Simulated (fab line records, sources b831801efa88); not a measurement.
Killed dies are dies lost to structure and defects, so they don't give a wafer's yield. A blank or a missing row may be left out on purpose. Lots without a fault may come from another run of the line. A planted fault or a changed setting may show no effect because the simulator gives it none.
Which tool did it? | flow sky130 | 14 lots, 42 wafers sampled, at 3 steps of a route of 708

WHAT THE GAUGES READ, wafer by wafer
SKY_LI_CONTACT_CD_MEAS_12: target cd 170 nm.
lot  | measured     | on        | cd_nm (nm)
L200 | day 30 13:34 | cd_sem-02 | 168.9 169.1 169.7
L199 | day 30 15:39 | cd_sem-01 | 171.2 169.8 171.0
L201 | day 30 15:46 | cd_sem-02 | 167.2 168.0 169.1
L202 | day 30 17:40 | cd_sem-01 | 170.9 171.8 172.4
L203 | day 31 03:47 | cd_sem-02 | 169.5 171.1 170.7
L204 | day 31 15:58 | cd_sem-02 | 171.1 170.9 170.0
L211 | day 33 10:23 | cd_sem-01 | 170.9 170.8 169.8
L212 | day 33 14:57 | cd_sem-02 | 168.5 168.5 167.0
L213 | day 34 02:07 | cd_sem-02 | 170.4 168.8 168.0
L216 | day 34 16:46 | cd_sem-02 | 169.9 168.9 169.3
L217 | day 35 04:57 | cd_sem-01 | 171.9 171.4 171.2
L220 | day 36 09:37 | cd_sem-01 | 169.7 171.0 170.8
L222 | day 36 12:31 | cd_sem-02 | 168.6 169.9 170.4
L221 | day 36 16:34 | cd_sem-01 | 169.6 167.8 169.4

SKY_LI_CONTACT_RS_MEAS_22: measures by four-point-probe.
lot  | measured     | on            | LI_CONTACT_W_RS (ohm/sq)
L200 | day 30 14:24 | film_metro-03 | 0.290 0.287 0.288
L199 | day 30 16:29 | film_metro-01 | 0.287 0.284 0.289
L201 | day 30 16:36 | film_metro-04 | 0.286 0.286 0.281
L202 | day 30 18:31 | film_metro-01 | 0.286 0.284 0.280
L203 | day 31 04:37 | film_metro-01 | 0.287 0.284 0.283
L204 | day 31 16:48 | film_metro-03 | 0.286 0.287 0.286
L211 | day 33 11:14 | film_metro-03 | 0.285 0.287 0.288
L212 | day 33 15:47 | film_metro-01 | 0.284 0.274 0.285
L213 | day 34 03:08 | film_metro-04 | 0.294 0.292 0.290
L216 | day 34 17:36 | film_metro-03 | 0.279 0.284 0.284
L217 | day 35 05:47 | film_metro-01 | 0.286 0.282 0.288
L220 | day 36 10:28 | film_metro-03 | 0.284 0.276 0.289
L222 | day 36 13:23 | film_metro-01 | 0.274 0.278 0.288
L221 | day 36 17:26 | film_metro-01 | 0.287 0.288 0.291

WHICH TOOL RAN EACH LOT (tool, then ch and the chambers of the sampled wafers, then the start)
lot  | SKY_LI_CONTACT_SPUTTER_20
L200 | pvd_sputter-02, day 30 14:12
L199 | pvd_sputter-03, day 30 16:18
L201 | pvd_sputter-02, day 30 16:24
L202 | pvd_sputter-01, day 30 18:19
L203 | pvd_sputter-03, day 31 04:26
L204 | pvd_sputter-02, day 31 16:36
L211 | pvd_sputter-02, day 33 11:00
L212 | pvd_sputter-01, day 33 15:36
L213 | pvd_sputter-03, day 34 02:55
L216 | pvd_sputter-01, day 34 17:24
L217 | pvd_sputter-01, day 35 05:36
L220 | pvd_sputter-02, day 36 10:15
L222 | pvd_sputter-02, day 36 13:10
L221 | pvd_sputter-03, day 36 17:13
- SKY_LI_CONTACT_SPUTTER_20: material TiN, target thk 20 nm, time 80 s.

WHAT THE TOOLS THEMSELVES READ (means of the sampled wafers that have a number; where no wafer has one, the mark that the record gives instead)
SKY_LI_CONTACT_SPUTTER_20.
lot  | tool           | throttle_valve_pct (%)
L200 | pvd_sputter-02 | 30.1
L199 | pvd_sputter-03 | 31.1
L201 | pvd_sputter-02 | 29.6
L202 | pvd_sputter-01 | 30.8
L203 | pvd_sputter-03 | 31.0
L204 | pvd_sputter-02 | 30.7
L211 | pvd_sputter-02 | 30.2
L212 | pvd_sputter-01 | 29.7
L213 | pvd_sputter-03 | 30.2
L216 | pvd_sputter-01 | 30.0
L217 | pvd_sputter-01 | 29.8
L220 | pvd_sputter-02 | 29.6
L222 | pvd_sputter-02 | 30.3
L221 | pvd_sputter-03 | 31.2

THE ANSWER, worked out from the rows above alone
Rule: what is usual is taken from the lots themselves. Put in order of their means at a reading, lots are off if they are a third of the lots or fewer, leave a main group of 4 or more, and stand apart from it by a gap of 3 or more times the standard deviation of the main group's means; of several such gaps the widest counts. A main group whose means are all the same, to the digits that the tables above print for the reading, isn't used. A lot without any number at a reading at which 4 lots or more have one is off too. The other lots that the step has rows for count as sound. The gauges are gone through in route order, then the tools' own readings, and for those a lot's mean is taken as printed above. The first step at which some lot is off is used, and at that step the reading that is off furthest; a lot without a number counts as furthest.
No lot is off at any reading shown: from this, nothing can be told.

WHAT THE SIMULATOR HAD PUT IN
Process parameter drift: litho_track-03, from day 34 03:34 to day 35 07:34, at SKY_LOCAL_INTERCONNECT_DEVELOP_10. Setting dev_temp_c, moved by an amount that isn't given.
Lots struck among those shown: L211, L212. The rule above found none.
